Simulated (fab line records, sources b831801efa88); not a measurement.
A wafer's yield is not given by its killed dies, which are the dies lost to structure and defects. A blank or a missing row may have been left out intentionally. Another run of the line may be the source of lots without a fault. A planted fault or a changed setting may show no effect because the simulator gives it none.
Problem report, 8D (eight disciplines) form, completed by code || flow sky130 || the parts of the form that need people (team, actions taken, sign-off) are left out

== 1. THE ISSUE ==
Mean NWELL_TW at SKY_NWELL_TW_MEAS_15: 1675 over 3 wafers in 2 lots; fault-free wafers: 1821, standard deviation 13. That is -11 standard deviations from the usual mean.
Earliest sighting: wafer L647.4 on film_metro-03 at day 10 04:22. Wafers with a number at this step in the record: 36, from 12 lots. The rule behind "out" and "out of limits": a value lying over 4 standard deviations away from the usual mean. Any other wafer with a number is counted as sound.

== 2. WHAT IT IS AND WHAT IT IS NOT ==
{"question": "which readings at this step", "is": "NWELL_TW", "is not": "-"}
{"question": "which lots", "is": "L647, L648", "is not": "L627, L628, L629, L631, L632, L635, L637, L638, L640, L642"}
{"question": "which wafers of those lots", "is": "L647.4, L648.3, L648.4", "is not": "L647.5, L647.6, L648.1"}
{"question": "read on which gauges", "is": "film_metro-03", "is not": "film_metro-01, film_metro-04"}
{"question": "when", "is": "from day 10 04:22", "is not": "up to then (32 sound wafers); but 1 sound wafer of L648 came after"}

== 3. THE SUSPECTS, EACH WITH WHAT RULES IT OUT ==
Counting: any tool at a process step up to the reading remains a suspect provided it ran every lot that is out. Sound lots after the first of them don't rule it out here, since some wafers of a struck lot are sound.
- the gauge at SKY_NWELL_TW_MEAS_15 is ruled out. All the wafers that are out were read on film_metro-03, but those of them that SKY_NWELL_RS_MEAS_29 has rows for are out there too, on other tools.
- implanter-02 at SKY_NWELL_IMPLANT_11: kept. It ran every lot that is out, first L647 (day 10 03:52); its last sound lot up to then is L637 (day 7 12:42).
Left after counting: implanter-02 at SKY_NWELL_IMPLANT_11.

== 4. THE CAUSE (what the simulator had put in) ==
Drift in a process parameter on implanter-02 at SKY_NWELL_IMPLANT_11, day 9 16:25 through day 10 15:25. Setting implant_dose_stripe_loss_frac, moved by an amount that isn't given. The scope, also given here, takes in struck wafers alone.
Counting left only this tool.

== 5. THE CHAIN OF EFFECTS, in route order ==
Each row: a reading whose mean over the struck wafers that have a number lies more than 3 standard deviations from the usual. Only readings for which the record gives a usual standard deviation are gone through. hours: the time from each lot's start at the first step in this table that gives one to its start at this step, as a median over the lots. sigmas: the change in usual standard deviations.
{"hours": 0, "step": "SKY_NWELL_TW_MEAS_15", "reading": "NWELL_TW", "usual": 1821, "on struck wafers": 1675, "change": -146, "sigmas": -11}
{"hours": 23, "step": "SKY_NWELL_RS_MEAS_29", "reading": "NWELL_RS", "usual": "624.6 ohm/sq", "on struck wafers": 720.9, "change": "+96.3", "sigmas": "+51"}
Later steps that measure or inspect, where all struck wafers having a row at the step show a number for every such reading and not one has moved that far: SKY_NWELL_TW_MEAS_26, SKY_SONOS_TUNNEL_TW_MEAS_12.

== 6. WHAT WOULD HAVE CAUGHT IT SOONER ==
12 hours passed between the start of the fault at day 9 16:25 and the first reading out of limits at a measuring or inspecting step in this record, taken at day 10 04:22.
L648, from the lots that are out (2), started SKY_NWELL_IMPLANT_11 on implanter-02 later than day 10 04:22. A hold on the tool at that time would have spared it.
